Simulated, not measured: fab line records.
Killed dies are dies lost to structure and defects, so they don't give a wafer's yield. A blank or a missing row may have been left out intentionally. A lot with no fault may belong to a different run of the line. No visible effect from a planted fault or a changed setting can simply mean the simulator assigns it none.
Problem report, 8D (eight disciplines) form, completed by code ; flow sky130 ; the parts of the form that need people (team, actions taken, sign-off) are left out

1. PROBLEM STATEMENT
At SKY_PAD_OPEN_PROBE_99, killed_at_front_end averages 45 over 4 wafers from 2 lots, while fault-free wafers read 16, standard deviation 4.5. That puts it +6.5 standard deviations away from the usual mean.
Earliest sighting: wafer L901.2 on prober-02 at day 50 07:08. The record holds 9 wafers of 3 lots with a number at this step. By rule, "out" or "out of limits" means more than 4 standard deviations away from the usual mean. All remaining wafers that have a number are taken as sound.

2. WHAT THIS IS AND IS NOT
question;is;is not
which readings at this step;killed_at_front_end;killed_at_M0_to_M3, killed_at_M4_up, killed_at_contacts, killed_at_other, killed_open, killed_short
which lots;L901, L902;L894
which wafers of those lots;L901.2, L901.6, L902.2, L902.3;L901.4, L902.6
read on which tools;prober-02;-
when;from day 50 07:08;"up to then (3 sound wafers); but 2 sound wafers of L901, L902 came after"

3. THE SUSPECTS, EACH WITH WHAT RULES IT OUT
Counting: a tool at a process step up to the reading stays a suspect if it ran every lot that is out. Sound lots after the first of them don't rule it out here, since some wafers of a struck lot are sound.
- plasma_asher-02 at SKY_NWELL_STRIP_14 (strips in O2/N2): kept. It ran every lot that is out, first L901 (day 9 06:49).
- pvd_sputter-01 at SKY_METAL5_SPUTTER_02 (material AlCu, target thk 1150 nm, time 61.2 s): kept. Every lot that is out went through it, the first being L901 (day 47 22:24); the last sound lot it ran before that was L894 (day 46 06:06).
- plasma_asher-02 at SKY_PAD_OPEN_STRIP_08 (strips in O2/N2): kept. It ran every lot that is out, first L901 (day 50 04:52).
- prober-02 at SKY_PAD_OPEN_PROBE_99: kept. Every lot that is out went through it, the first being L901 (day 50 07:08); the last sound lot it ran before that was L894 (day 48 21:26). On those wafers its own readings are out: killed_at_front_end.
- At SKY_NWELL_STRIP_14 on plasma_asher-02, chamber 1 took the sound wafers of the same lots and chamber 0 took the wafers that are out.
Left after counting: plasma_asher-02 at SKY_NWELL_STRIP_14, pvd_sputter-01 at SKY_METAL5_SPUTTER_02, plasma_asher-02 at SKY_PAD_OPEN_STRIP_08, prober-02 at SKY_PAD_OPEN_PROBE_99.

4. THE CAUSE (what the simulator had put in)
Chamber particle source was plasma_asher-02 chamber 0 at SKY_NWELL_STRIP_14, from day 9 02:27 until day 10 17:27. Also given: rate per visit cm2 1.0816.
Counting left 4 suspects, and this tool is among them.

5. THE EFFECT CHAIN, in route order
Each row: a reading where the mean over the struck wafers with a number is more than 3 standard deviations away from the usual. Only readings for which the record gives a usual standard deviation are gone through. hours: the time from each lot's start at the first step in this table that gives one to its start at this step, as a median over the lots. sigmas: the change in usual standard deviations.
hours;step;reading;usual;on struck wafers;change;sigmas
0;SKY_PAD_OPEN_PROBE_99;killed_at_front_end;16;45;+29;+6.5
Here are the process steps it includes:
- SKY_PAD_OPEN_PROBE_99

6. WHAT WOULD HAVE CAUGHT IT SOONER
989 hours passed between the start of the fault at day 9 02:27 and the first reading out of limits in this record, taken at day 50 07:08.
Tool readings at SKY_NWELL_STRIP_14 with a usual standard deviation given in the record: none out on any struck wafer, hence no alarm at a limit of 4 standard deviations on them.
By day 50 07:08, every lot that is out (2) had started SKY_NWELL_STRIP_14 on plasma_asher-02. Tool hold at that time: it would have spared none of them.
